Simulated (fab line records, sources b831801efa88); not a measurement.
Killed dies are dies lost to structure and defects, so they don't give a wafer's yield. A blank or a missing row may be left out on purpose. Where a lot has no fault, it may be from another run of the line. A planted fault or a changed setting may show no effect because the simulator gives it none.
A lot that was struck, set against a sound lot | flow sky130 | 15 steps out of a route of 708
Sound: the wafers L533.1, L533.2, L533.5. The struck wafers were L529.2, L529.3, L529.5. The cause is named last.
Each step with rows lists, per side, the tool, then ch with its chambers, then its first start. Under that, the readings that differ: sound wafers | struck wafers | difference of the means | sigmas: that difference in standard deviations of wafers without a fault.
alike: same words and numbers on both sides, and readings whose means sit less than 2 such deviations apart. not compared: any withheld reading, any reading some wafer has no value for, any bound like >300 that may hide the same value, and any number with overlapping values for which the record gives no deviation.
Wherever a step has rows on one side only, a row that says differs or no value, or a row with sigmas, the two part there. Numbers that don't overlap but have no deviation are shown without sigmas and don't part them. A reading missing from all wafers of one side parts the sides only when that side holds two or more wafers.

SKY_POLY_GATE_ETCH_17: etches poly-Si in HBr/Cl2, stops on SiO2, target depth 180 nm, time 70.5 s.
  sound on rie-si-01 ch 0,1,2, day 22 17:55; struck on rie-si-02 ch 1,3, day 20 11:07
  reading                     | sound       | struck      | difference | sigmas
  drypump-motor-current-A (A) | 5.8 5.8 5.1 | 6.1 6.5 6.5 | +0.8       | +2
  alike: oes-product-au, throttle-valve-pct
  not compared: rf-hours-counter-h
SKY_POLY_GATE_STRIP_18: strips in O2/N2.
  sound on plasma-asher-01 ch 0,1, day 22 17:58; struck on plasma-asher-03 ch 0,1, day 20 11:10
  alike: drypump-motor-current-A, oes-product-au, strip-time-to-endpoint-s
  not compared: rf-hours-counter-h
then, 2 steps without rows for these wafers: SKY_POLY_GATE_CLEAN_19 (cleans in SC1/SC2, time 150 s); SKY_POLY_GATE_OXIDATION_20 (stabilise 600 s, purge 300 s, target thk 4 nm).
SKY_POLY_GATE_THK_MEAS_21:
  sound: film-metro-01 at day 22 19:22; struck: film-metro-04 at day 20 13:30
  alike: POLY_GATE_OXIDATION_THK
SKY_POLY_GATE_CD_MEAS_22:
  sound: cd-sem-02 at day 22 19:25; struck: cd-sem-01 at day 20 13:41
  alike: cd-nm
then, 6 steps without rows for these wafers: SKY_LDD_N_DEHYDRATE_00 (time 60 s); SKY_LDD_N_HMDS_01 (prime time 60 s); SKY_LDD_N_COAT_02 (resist thk 300 nm); SKY_LDD_N_SOFTBAKE_03 (time 60 s); SKY_LDD_N_EXPOSE_04 (exposes mask NTM, target cd 840 nm); SKY_LDD_N_PEB_05.
SKY_LDD_N_DEVELOP_06: develop time 60 s.
  sound on litho-track-02 ch 0, day 24 01:40; struck on litho-track-04 ch 0, day 21 20:08
  reading              | sound             | struck            | difference | sigmas
  developer-temp-C (C) | 23.07 22.98 23.04 | 24.10 23.80 23.88 | +0.90      | +9
SKY_LDD_N_OVL_MEAS_07:
  sound: overlay-01 at day 24 01:49; struck: overlay-01 at day 21 20:16
  reading        | sound       | struck        | difference | sigmas
  LDD_N_OVL (nm) | 1.9 2.1 1.4 | 0.8 -2.7 -1.2 | -2.8       | -2
-- the record jumps here: 26 days lie between the struck wafers' starts before and after (it left off in module LDD_N and takes up again in module PAD_OPEN, whose first step shown is number 708 of the route) --
SKY_PAD_OPEN_PROBE_99:
  sound: prober-01 at day 49 14:35; struck: prober-02 at day 47 23:12
  alike: killed_at_M0_to_M3, killed_at_M4_up, killed-at-contacts, killed-at-front-end, killed-at-other, killed-dies, killed-open, killed-short

## WHERE THEY PART
Last at SKY_LDD_N_OVL_MEAS_07 as far as this record goes, first at SKY_POLY_GATE_ETCH_17. Later steps at which nothing parts them and some readings are alike: SKY_PAD_OPEN_PROBE_99.

WHY: whatever the simulator had introduced
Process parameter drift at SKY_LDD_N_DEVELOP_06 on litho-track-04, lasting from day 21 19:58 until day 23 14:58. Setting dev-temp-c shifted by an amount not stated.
